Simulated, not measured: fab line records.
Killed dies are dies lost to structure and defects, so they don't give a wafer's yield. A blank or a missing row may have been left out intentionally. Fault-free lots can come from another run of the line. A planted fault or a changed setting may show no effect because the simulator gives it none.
8D (eight disciplines) problem report, filled in by code | flow sky130 | the parts of the form that need people (team, actions taken, sign-off) are left out

== 1. PROBLEM STATEMENT ==
PASSIVATION_CVD_02_THK at SKY_PASSIVATION_THK_MEAS_03 reads a mean of 901 nm on 2 wafers of 1 lot; wafers without a fault read 541 nm with a standard deviation of 7.6. Relative to the usual mean, that is a shift of +47 standard deviations.
First observed at day 48 16:34: wafer L865.1, on film_metro-02. The record holds 29 wafers of 10 lots with a number at this step. Rule for "out", or "out of limits": more than 4 standard deviations from the usual mean. The other wafers with a number count as sound.

== 2. WHAT IT IS; WHAT IT IS NOT ==
question                    | is                     | is not
which readings at this step | PASSIVATION_CVD_02_THK | -
which lots                  | L865                   | L853, L854, L855, L856, L859, L870, L872, L874, L875
which wafers of those lots  | all that have a number | -
read on which gauges        | film_metro-02          | film_metro-01, film_metro-03
when                        | from day 48 16:34      | up to then (15 sound wafers); but 12 sound wafers of L870, L872, L874, L875 came after

== 3. SUSPECTS, AND WHAT RULES EACH OUT ==
Counting: any tool at a process step up to the reading is kept as a suspect provided that every lot that is out went through it and no sound lot did after the first of them.
- ruled out: the gauge at SKY_PASSIVATION_THK_MEAS_03. All the wafers that are out were read on film_metro-02, but those of them that SKY_PAD_OPEN_PROBE_99 has rows for are out there too, on other tools.
- rtp_anneal-02 at SKY_SD_N_RTA_14 (time 2 s): ruled out as a lasting fault. After its first lot that is out, L865 (day 33 16:39), sound lots L870, L875 ran on it.
- plasma_asher-01 at SKY_LI_CONTACT_STRIP_16 (strips in O2/N2): ruled out as a lasting fault. After its first lot that is out, L865 (day 34 21:36), sound lots L874 ran on it.
- pecvd-03 at SKY_PASSIVATION_CVD_02 (deposits Si3N4, target thk 540 nm): kept. It ran the lot that is out, L865 (day 48 16:14), and no sound lot after that; its last sound lot up to then is L856 (day 46 01:40).
The count leaves pecvd-03 at SKY_PASSIVATION_CVD_02.

== 4. THE CAUSE (what the simulator had put in) ==
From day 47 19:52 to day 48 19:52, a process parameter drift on pecvd-03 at SKY_PASSIVATION_CVD_02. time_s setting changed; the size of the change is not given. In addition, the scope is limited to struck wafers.
This tool alone remained once counting was done.

== 5. SEQUENCE OF EFFECTS, ordered by route ==
Rows list readings where the struck wafers' mean (over those with a number) sits beyond 3 standard deviations from the usual. Only readings whose record carries a usual standard deviation are examined. hours: median over the lots of the time between each lot's start at the first step of this table that gives one and its start at this step. sigmas: the change, counted in usual standard deviations.
hours | step                        | reading                | usual      | on struck wafers | change | sigmas
0     | SKY_PASSIVATION_THK_MEAS_03 | PASSIVATION_CVD_02_THK | 541 nm     | 901              | +360   | +47
19    | SKY_PASSIVATION_ETCH_11     | oes_product_au         | 0.978 a.u. | 1.002            | +0.024 | +3.1
41    | SKY_PAD_OPEN_PROBE_99       | defect_limited_yield   | 82.6 %     | 0.0              | -82.6  | -49
41    | SKY_PAD_OPEN_PROBE_99       | killed_at_other        | 0.3        | 405.5            | +405.2 | +99 or more
41    | SKY_PAD_OPEN_PROBE_99       | killed_dies            | 86         | 492              | +406   | +50
41    | SKY_PAD_OPEN_PROBE_99       | killed_on_rim          | 16         | 96               | +80    | +22
41    | SKY_PAD_OPEN_PROBE_99       | sort_bin_5_function    | 10.2 %     | 92.9             | +82.7  | +64
41    | SKY_PAD_OPEN_PROBE_99       | sort_n_pass            | 406        | 0                | -406   | -50
41    | SKY_PAD_OPEN_PROBE_99       | sort_yield_pct         | 82.6 %     | 0.0              | -82.6  | -49
It contains these process steps:
- SKY_PASSIVATION_ETCH_11: etches the open film in CF4/O2, stops on AlCu, target depth 725 nm, time 161.1 s.
- SKY_PAD_OPEN_PROBE_99

== 6. WHAT WOULD HAVE CAUGHT IT SOONER ==
The first out-of-limits reading at a measuring or inspecting step in this record came at day 48 16:34, 21 hours after the fault's start at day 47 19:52.
Of the tool readings at SKY_PASSIVATION_CVD_02 for which the record gives a usual standard deviation, none was out on any struck wafer, so an alarm limit of 4 standard deviations on them would not have fired.
Each of the lots that are out, 1 in all, had begun SKY_PASSIVATION_CVD_02 on pecvd-03 no later than day 48 16:34. A hold on the tool at that time would have spared none of them.
